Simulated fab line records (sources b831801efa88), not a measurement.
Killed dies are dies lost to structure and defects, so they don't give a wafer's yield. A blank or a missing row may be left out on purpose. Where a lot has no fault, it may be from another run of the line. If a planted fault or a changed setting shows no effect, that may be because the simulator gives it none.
The tool behind it: which one? ; flow gf180mcu ; 42 wafers from 14 lots sampled at 3 of the route's 602 steps

## WHAT THE GAUGES READ, wafer by wafer
GF_M4_THK_MEAS_06: measures by xrf. Usual: for M4_ALCU_THK the level is 448 nm and the standard deviation is 5.7.
lot;measured;on;M4_ALCU_THK (nm);flag
L862;day 23 06:50;film-metro-03;450 458 457;
L863;day 23 17:50;film-metro-03;450 448 448;
L864;day 24 02:46;film-metro-03;442 455 445;
L865;day 24 13:22;film-metro-01;453 441 443;
L866;day 24 19:14;film-metro-03;450 443 451;
L868;day 25 12:20;film-metro-03;450 451 450;
L869;day 25 20:24;film-metro-01;439 437 435;
L870;day 26 08:25;film-metro-01;442 445 445;
L871;day 26 12:47;film-metro-03;451 456 449;
L872;day 26 22:48;film-metro-03;454 451 448;
L873;day 27 07:35;film-metro-03;445 444 447;
L877;day 28 13:00;film-metro-01;441 447 447;
L878;day 28 18:48;film-metro-03;447 449 454;
L879;day 28 19:48;film-metro-03;454 454 460;

GF_V4_BOW_MEAS_05. Usual: for V4_BOW the level is 138 um and the standard deviation is 9.2.
lot;measured;on;V4_BOW (um);flag
L862;day 24 06:17;film-metro-04;145 142 130;
L863;day 24 17:31;film-metro-04;130 134 130;
L864;day 25 02:21;film-metro-01;155 139 142;
L865;day 25 12:24;film-metro-04;119 143 143;
L866;day 25 18:03;film-metro-01;132 132 131;
L868;day 26 10:37;film-metro-02;144 142 149;
L869;day 26 17:57;film-metro-04;137 146 140;
L870;day 27 06:43;film-metro-01;150 135 136;
L871;day 27 10:45;film-metro-02;140 157 136;
L872;day 27 20:31;film-metro-02;140 146 117;
L873;day 28 05:14;film-metro-01;129 143 146;
L877;day 29 08:10;film-metro-02;145 140 135;
L878;day 29 15:14;film-metro-02;131 141 136;
L879;day 29 16:36;film-metro-02;139 142 142;

GF_TOP_METAL_RS_MEAS_05: the measuring method here is four-point-probe. Usual: for TOP_METAL_ALCU_RS the level is 0.0327 ohm/sq and the standard deviation is 0.00045.
lot;measured;on;TOP_METAL_ALCU_RS (ohm/sq);flag
L862;day 28 00:00;film-metro-03;0.0320 0.0326 0.0328;
L863;day 28 13:25;film-metro-03;0.0320 0.0327 0.0325;
L864;day 28 17:28;film-metro-02;0.0323 0.0324 0.0319;
L865;day 29 05:41;film-metro-02;0.0320 0.0325 0.0323;
L866;day 29 10:19;film-metro-03;0.0321 0.0331 0.0323;
L868;day 29 21:59;film-metro-03;0.0329 0.0325 0.0329;
L869;day 30 05:10;film-metro-02;0.0330 0.0329 0.0325;
L870;day 30 15:24;film-metro-03;0.0328 0.0328 0.0329;
L871;day 30 23:00;film-metro-02;0.0332 0.0334 0.0329;
L872;day 31 05:35;film-metro-01;0.0336 0.0333 0.0336;
L873;day 31 12:25;film-metro-03;0.0320 0.0325 0.0326;
L877;day 32 12:22;film-metro-02;0.0336 0.0338 0.0338;
L878;day 32 18:47;film-metro-01;0.0329 0.0329 0.0331;
L879;day 32 21:28;film-metro-03;0.0327 0.0328 0.0329;

## EACH LOT AND THE TOOL THAT RAN IT (in order: tool; ch and the chambers of the sampled wafers; start)
No process step before these readings appears in the record.

## AS READ BY THE TOOLS THEMSELVES (means over the sampled wafers that have a number; for cases with no such wafer, the mark the record gives instead)
The record holds no such reading with a usual standard deviation.

## THE ANSWER, worked out from the rows above alone
Rule: a lot is off if the mean of its wafers that have a number lies more than 3 standard deviations from the usual mean. Also off: a lot with no number at a reading for which 4 or more lots have one. The other lots that the step has rows for count as sound. Order of review: gauges by route order, followed by the tools' own readings, for which a lot's mean as printed above is used. At the first step where some lot is off, the reading lying furthest off is the one used; lots without a number count as furthest.
Nothing can be told from this: no lot is off at any reading shown.

## WHAT HAD BEEN PUT IN BY THE SIMULATOR
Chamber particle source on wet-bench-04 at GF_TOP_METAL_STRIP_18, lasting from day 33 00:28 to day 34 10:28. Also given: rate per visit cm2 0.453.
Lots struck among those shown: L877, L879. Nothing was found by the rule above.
